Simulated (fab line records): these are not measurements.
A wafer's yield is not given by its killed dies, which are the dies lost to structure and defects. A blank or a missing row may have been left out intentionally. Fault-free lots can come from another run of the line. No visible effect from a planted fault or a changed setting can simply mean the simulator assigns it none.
fab line records    flow sky130
record: lots: 13  wafers: 39  lastDay: 50
route steps=708 shown METAL1@434 VIA1@460 PAD_OPEN@708
lots with no fault: from the same line, run without faults
startH: the number of hours between the record's first day and the start of the first shown wafer of the lot    waitH: hours since the lot's step before    " same as the row above    L1.1+2: a single row standing in for several wafers    - either no value or no given start    * or withheld: withheld    < > ~ a bound
route shown NAME@n: a module of which the file shows steps, and the number in the route of the first    usual: mean and standard deviation over wafers with no fault    same: alike in all rows    chamber/n: place in a boat    sites: per-site readings    _std_site: standard deviation across them    _edge_site: inner sites' mean taken away from outer sites' mean    radiusMm: how far each site lies from the wafer's centre    mask NAME#n: copy n    behind: the tool/chamber that last shaped the wafer    hold: why the lot was held/for how many hours/how that ended    device: the transistor (n, p or np) that didn't switch    end of line: tests run on the same wafers once the route is complete    a step given without rows: its recipe and nothing more    killed: count of dies lost to structure and defects at first sort (not the wafer's yield)    map: a wafer's dies, marking killed ones x, the rest . and places with no die _
set.NAME: setting as actually run; set.NAME@STEP: the setting as run at that earlier step    model.NAME: the simulator's own value behind a step, which no gauge read
the route's steps for a sample of lots (tables are steps, rows are wafers)
services: from which hour (startH, from the record's first day; less than 0 if before it) a tool's chamber was out of use, for how many hours, and why
== steps ==
step: SKY_METAL1_SPUTTER_00
recipe: material: Ti  targetThkNm: 15  powerW: 3000  timeS: 10  chamberPressurePa: 0.4
usual: throttleValvePct: 30.0/0.6
lot.wafer  tool           chamber  startH  waitH  throttleValvePct
L469.1     pvdSputter-03  -        737.07  0.1    30.2
L469.2     "              -        "       "      30.7
L469.6     "              -        "       "      29.4
L472.1     pvdSputter-02  -        763.42  0.1    30.8
L472.2     "              -        "       "      29.1
L472.6     "              -        "       "      30.0
L473.4     pvdSputter-03  -        775.02  0.2    30.9
L473.5     "              -        "       "      29.0
L473.6     "              -        "       "      30.5
L474.1     pvdSputter-03  -        789.36  0.1    30.2
L474.3     "              -        "       "      29.3
L474.6     "              -        "       "      29.4
L476.2     pvdSputter-01  -        790.36  0.2    29.1
L476.3     "              -        "       "      30.8
L476.4     "              -        "       "      29.7
L477.1     pvdSputter-02  -        823.20  0.2    30.3
L477.2     "              -        "       "      30.2
L477.5     "              -        "       "      30.3
L483.1     pvdSputter-03  -        856.33  0.2    30.2
L483.3     "              -        "       "      30.6
L483.4     "              -        "       "      30.6
L485.2     pvdSputter-01  -        865.97  0.2    31.1
L485.4     "              -        "       "      29.2
L485.6     "              -        "       "      30.9
L484.2     pvdSputter-01  -        867.69  0.1    29.8
L484.5     "              -        "       "      30.8
L484.6     "              -        "       "      29.7
L488.4     pvdSputter-03  -        887.58  0.2    30.6
L488.5     "              -        "       "      30.3
L488.6     "              -        "       "      29.4
L489.3     pvdSputter-03  -        892.09  0.2    30.7
L489.4     "              -        "       "      30.6
L489.6     "              -        "       "      30.0
L491.2     pvdSputter-01  -        909.02  0.2    29.2
L491.4     "              -        "       "      29.6
L491.6     "              -        "       "      29.5
L492.1     pvdSputter-02  -        910.86  0.1    30.0
L492.2     "              -        "       "      29.3
L492.6     "              -        "       "      28.9
step: SKY_METAL1_SPUTTER_03
recipe: material: Ti  targetThkNm: 5  powerW: 3000  timeS: 3.3  chamberPressurePa: 0.4
usual: throttleValvePct: 30.0/0.61
lot.wafer  tool           chamber  startH  waitH  throttleValvePct
L469.1     pvdSputter-03  -        737.14  0.0    29.9
L469.2     "              -        "       "      30.5
L469.6     "              -        "       "      29.4
L472.1     pvdSputter-02  -        763.49  0.0    30.6
L472.2     "              -        "       "      29.0
L472.6     "              -        "       "      30.0
L473.4     pvdSputter-03  -        775.09  0.0    30.8
L473.5     "              -        "       "      29.3
L473.6     "              -        "       "      30.6
L474.1     pvdSputter-03  -        789.44  0.0    30.0
L474.3     "              -        "       "      29.4
L474.6     "              -        "       "      29.4
L476.2     pvdSputter-01  -        790.44  0.0    29.3
L476.3     "              -        "       "      31.1
L476.4     "              -        "       "      29.7
L477.1     pvdSputter-02  -        823.28  0.0    30.0
L477.2     "              -        "       "      30.0
L477.5     "              -        "       "      30.7
L483.1     pvdSputter-03  -        856.40  0.0    30.5
L483.3     "              -        "       "      30.9
L483.4     "              -        "       "      30.6
L485.2     pvdSputter-01  -        866.04  0.0    30.8
L485.4     "              -        "       "      29.0
L485.6     "              -        "       "      31.0
L484.2     pvdSputter-01  -        867.76  0.0    29.5
L484.5     "              -        "       "      31.0
L484.6     "              -        "       "      29.5
L488.4     pvdSputter-03  -        887.65  0.0    30.9
L488.5     "              -        "       "      30.5
L488.6     "              -        "       "      29.4
L489.3     pvdSputter-03  -        892.16  0.0    30.8
L489.4     "              -        "       "      30.5
L489.6     "              -        "       "      30.4
L491.2     pvdSputter-01  -        909.09  0.0    29.2
L491.4     "              -        "       "      29.4
L491.6     "              -        "       "      29.3
L492.1     pvdSputter-02  -        910.94  0.0    30.3
L492.2     "              -        "       "      29.1
L492.6     "              -        "       "      29.1
step: SKY_METAL1_CD_MEAS_15
recipe: targetCdNm: 140
usual: cdNm: 140.1/1.4
lot.wafer  tool      chamber  startH  waitH  cdNm
L469.1     cdSem-01  -        764.55  -      141.6
L469.2     "         -        "       "      140.5
L469.6     "         -        "       "      141.2
L472.1     cdSem-02  -        790.68  -      137.4
L472.2     "         -        "       "      139.6
L472.6     "         -        "       "      138.3
L473.4     cdSem-02  -        802.13  -      137.2
L473.5     "         -        "       "      138.8
L473.6     "         -        "       "      138.7
L474.1     cdSem-02  -        815.82  -      143.6
L474.3     "         -        "       "      141.9
L474.6     "         -        "       "      141.7
L476.2     cdSem-01  -        817.74  -      139.7
L476.3     "         -        "       "      139.9
L476.4     "         -        "       "      139.5
L477.1     cdSem-01  -        849.67  -      142.4
L477.2     "         -        "       "      141.9
L477.5     "         -        "       "      140.2
L483.1     cdSem-02  -        883.18  -      141.4
L483.3     "         -        "       "      141.2
L483.4     "         -        "       "      140.7
L485.2     cdSem-02  -        891.82  -      138.1
L485.4     "         -        "       "      138.4
L485.6     "         -        "       "      138.4
L484.2     cdSem-01  -        893.60  -      139.3
L484.5     "         -        "       "      137.7
L484.6     "         -        "       "      138.6
L488.4     cdSem-02  -        913.43  -      138.3
L488.5     "         -        "       "      141.1
L488.6     "         -        "       "      138.7
L489.3     cdSem-02  -        917.06  -      140.0
L489.4     "         -        "       "      141.3
L489.6     "         -        "       "      139.3
L491.2     cdSem-02  -        935.05  -      140.0
L491.4     "         -        "       "      140.2
L491.6     "         -        "       "      138.3
L492.1     cdSem-01  -        935.74  -      140.3
L492.2     "         -        "       "      139.4
L492.6     "         -        "       "      140.5
step: SKY_VIA1_CMP_02
recipe: material: SiO2  downForcePsi: 4  platenRpm: 60  padVelocityMS: 0.94248
usual: motorCurrentA: 12.6/1.1  platenRpm: 60.00/0.041  retainingRingPressureFrac: 1.001/0.0049
lot.wafer  tool    chamber  startH  waitH  motorCurrentA  platenRpm  retainingRingPressureFrac
L469.2     cmp-02  3        765.76  0.1    12.5           59.98      1.000
L469.1     "       0        "       "      11.5           59.95      1.001
L469.6     "       2        "       "      13.4           59.93      1.005
L472.1     cmp-02  1        791.84  0.1    13.6           60.02      1.000
L472.2     "       3        "       "      13.5           59.98      1.004
L472.6     "       0        "       "      10.8           60.05      0.994
L473.4     cmp-02  1        803.34  0.1    13.4           59.96      1.005
L473.5     "       3        "       "      13.4           60.08      0.999
L473.6     "       0        "       "      10.7           60.00      0.998
L474.1     cmp-02  2        816.93  0.1    13.8           60.00      0.987
L474.3     "       1        "       "      13.6           59.99      1.004
L474.6     "       3        "       "      12.7           59.97      0.995
L476.4     cmp-02  3        818.82  0.0    13.0           65.96      1.004
L476.3     "       0        "       "      10.9           65.98      0.997
L476.2     "       1        "       "      14.0           66.01      0.996
L477.2     cmp-02  1        850.98  0.1    14.8           65.96      1.008
L477.1     "       2        "       "      13.4           66.03      1.006
L477.5     "       0        "       "      10.6           66.03      0.992
L483.1     cmp-01  3        884.30  0.1    12.6           60.01      1.002
L483.4     "       0        "       "      13.1           60.01      0.999
L483.3     "       1        "       "      10.7           60.04      0.997
L485.4     cmp-01  3        892.99  0.1    12.5           60.03      1.000
L485.2     "       0        "       "      13.6           60.01      1.003
L485.6     "       3        "       "      12.1           59.99      1.005
L484.2     cmp-01  1        894.79  0.1    11.4           60.07      0.998
L484.5     "       3        "       "      12.1           60.10      1.002
L484.6     "       0        "       "      13.1           59.91      1.000
L488.4     cmp-02  1        914.66  0.2    14.6           59.94      1.005
L488.6     "       3        "       "      12.9           60.03      1.003
L488.5     "       0        "       "      11.0           60.06      0.998
L489.4     cmp-02  3        918.35  0.2    13.6           60.02      0.999
L489.3     "       1        "       "      14.4           60.01      0.994
L489.6     "       0        "       "      11.2           59.94      0.991
L491.4     cmp-01  0        936.17  0.0    13.2           59.91      1.002
L491.2     "       3        "       "      12.4           60.02      0.992
L491.6     "       1        "       "      11.3           60.07      1.011
L492.2     cmp-02  3        936.84  0.0    13.0           59.99      1.004
L492.1     "       1        "       "      14.4           59.93      1.008
L492.6     "       3        "       "      13.7           60.02      0.999
step: SKY_PAD_OPEN_PROBE_99
usual: defectLimitedYield: 82.3/2.1  killed_at_M0_to_M3: 44/7.3  killed_at_M4_up: 3.3/1.8  killedAtContacts: 24/5.3  killedAtFrontEnd: 16/5  killedAtOther: 0.2/0.51  killedDies: 87/10  killedOpen: 47/7.5  killedShort: 40/6.3  sort_bin_3_pad_short: 0.9/0.41  sort_bin_5_function: 10.5/1.6  sort_bin_6_memory: 6.3/1.2  sortNPass: 405/10  sortYieldPct: 82.3/2.1
same: grossDies: 492  killedAtBackSide: 0  sort_bin_4_leakage[%]: 0  sort_bin_8_speed[%]: 0
lot.wafer  tool       chamber  startH   waitH  defectLimitedYield[%]  killed_at_M0_to_M3  killed_at_M4_up  killedAtContacts  killedAtFrontEnd  killedAtOther  killedDies  killedOpen  killedShort  sort_bin_3_pad_short[%]  sort_bin_5_function[%]  sort_bin_6_memory[%]  sortNPass  sortYieldPct[%]
L469.1     prober-02  -        1080.17  0.1    82.5                   40                  3                22                21                0              86          51          35           1.2                      11.2                    5.1                   406        82.5
L469.2     prober-02  -        1080.22  0.1    82.5                   41                  3                22                20                0              86          46          40           1.8                      10.8                    4.9                   406        82.5
L469.6     prober-02  -        1080.42  0.2    82.7                   40                  6                24                15                0              85          52          33           0.4                      11.4                    5.5                   407        82.7
L477.1     prober-02  -        1142.20  0.1    81.9                   43                  1                30                15                0              89          47          42           0.6                      12.6                    4.9                   403        81.9
L477.2     prober-02  -        1142.25  0.1    80.9                   54                  3                24                13                0              94          42          52           0.6                      11.8                    6.7                   398        80.9
L477.5     prober-02  -        1142.40  0.2    85.2                   42                  0                19                12                0              73          41          32           1.0                      9.6                     4.3                   419        85.2
L484.2     prober-01  -        1175.27  0.1    84.6                   43                  5                15                13                0              76          44          32           1.0                      8.3                     6.1                   416        84.6
L484.5     prober-01  -        1175.42  0.2    83.7                   40                  3                22                15                0              80          42          38           0.6                      10.0                    5.7                   412        83.7
L484.6     prober-01  -        1175.47  0.2    81.7                   42                  3                27                18                0              90          48          42           0.4                      9.8                     8.1                   402        81.7
killed by level:class
L469.1 VIA1:geometricParticle:open=10 VIA3:geometricParticle:open=8 FIELD_ISO:geometricParticle:short=7 LI_CONTACT:geometricParticle:open=7 CONTACT:geometricParticle:open=7 FIELD_ISO:geometricParticle:open=6 METAL1:geometricParticle:short=5 POLY_GATE:geometricParticle:open=4
L469.2 LI_CONTACT:geometricParticle:open=9 VIA2:geometricParticle:open=8 FIELD_ISO:geometricParticle:short=7 VIA1:geometricParticle:open=7 VIA3:geometricParticle:open=7 FIELD_ISO:geometricParticle:open=6 CONTACT:geometricParticle:short=5 CONTACT:geometricParticle:open=5
L469.6 CONTACT:geometricParticle:open=11 VIA2:geometricParticle:open=10 LI_CONTACT:geometricParticle:open=7 VIA1:geometricParticle:open=7 FIELD_ISO:geometricParticle:short=5 FIELD_ISO:geometricParticle:open=5 METAL1:geometricParticle:short=5 VIA3:geometricParticle:open=5
L477.1 CONTACT:geometricParticle:open=11 VIA1:geometricParticle:open=9 LI_CONTACT:geometricParticle:open=7 METAL2:geometricParticle:short=7 VIA1:geometricParticle:short=7 VIA2:geometricParticle:open=6 CONTACT:geometricParticle:short=6 FIELD_ISO:geometricParticle:short=5
L477.2 VIA1:geometricParticle:open=13 CONTACT:geometricParticle:open=8 VIA1:geometricParticle:short=8 METAL2:geometricParticle:short=8 METAL1:geometricParticle:short=6 VIA3:geometricParticle:open=6 FIELD_ISO:geometricParticle:short=5 POLY_GATE:geometricParticle:short=4
L477.5 VIA1:geometricParticle:open=8 VIA2:geometricParticle:open=8 VIA3:geometricParticle:open=8 CONTACT:geometricParticle:open=7 CONTACT:geometricParticle:short=6 POLY_GATE:geometricParticle:short=5 METAL2:geometricParticle:short=4 POLY_GATE:geometricParticle:open=4
L484.2 VIA1:geometricParticle:open=10 VIA3:geometricParticle:open=7 METAL2:geometricParticle:short=7 POLY_GATE:geometricParticle:open=5 LI_CONTACT:geometricParticle:open=5 METAL2:geometricParticle:open=5 VIA1:geometricParticle:short=4 METAL4:geometricParticle:short=4
L484.5 CONTACT:geometricParticle:open=9 METAL2:geometricParticle:short=8 VIA1:geometricParticle:short=7 VIA3:geometricParticle:open=7 VIA1:geometricParticle:open=6 LI_CONTACT:geometricParticle:open=5 CONTACT:geometricParticle:short=5 VIA2:geometricParticle:open=4
L484.6 VIA1:geometricParticle:open=12 LI_CONTACT:geometricParticle:open=9 LOCAL_INTERCONNECT:geometricParticle:short=7 POLY_GATE:geometricParticle:open=6 METAL2:geometricParticle:short=6 VIA3:geometricParticle:open=6 CONTACT:geometricParticle:open=5 POLY_GATE:geometricParticle:short=4
== services ==
tool           chamber  startH  hours  kind
cmp-01         -        719.75  0.9    repair
cmp-02         -        744.34  4.0    pm
cmp-02         -        748.34  -      consumableReplace:conditioner
cmp-02         -        748.34  -      consumableReplace:pad
cmp-01         -        755.97  0.5    repair
cmp-01         -        759.96  2.9    repair
cmp-02         -        764.69  0.8    repair
pvdSputter-02  -        767.07  1.0    repair
cmp-02         -        772.91  6.7    repair
pvdSputter-02  -        794.50  20.5   repair
cmp-01         -        805.76  1.3    repair
pvdSputter-02  -        831.49  20.7   repair
cmp-02         -        832.83  4.5    repair
cmp-02         -        837.77  9.1    pm
cmp-01         -        857.19  9.5    pm
pvdSputter-02  -        885.51  20.8   repair
pvdSputter-03  -        907.85  36.5   repair
cmp-01         -        914.30  7.6    pm
cmp-01         -        921.89  4.0    pm
cmp-01         -        925.89  -      consumableReplace:conditioner
cmp-01         -        925.89  -      consumableReplace:pad
cmp-02         -        931.82  4.7    repair
== key ==
firstSign: step: SKY_VIA1_CMP_02  reading: platenRpm  direction: up  sigmas: 99+  usual: 60.00  struck: 66.00
effect none on later readings
metAt SKY_VIA1_CMP_02
struckLots L476,L477
notActingAt SKY_METAL1_SPUTTER_00,SKY_METAL1_SPUTTER_03,SKY_METAL1_CD_MEAS_15
onsetBetween 816.93 818.82
fault: kind: processParameterDrift  tool: cmp-02  chamber: -  onsetH: 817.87  steps: SKY_VIA1_CMP_02  channel: platenRpm  offset: 6  shape: step  endH: 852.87  actsIn: theseRecipesOnly  stated: 60
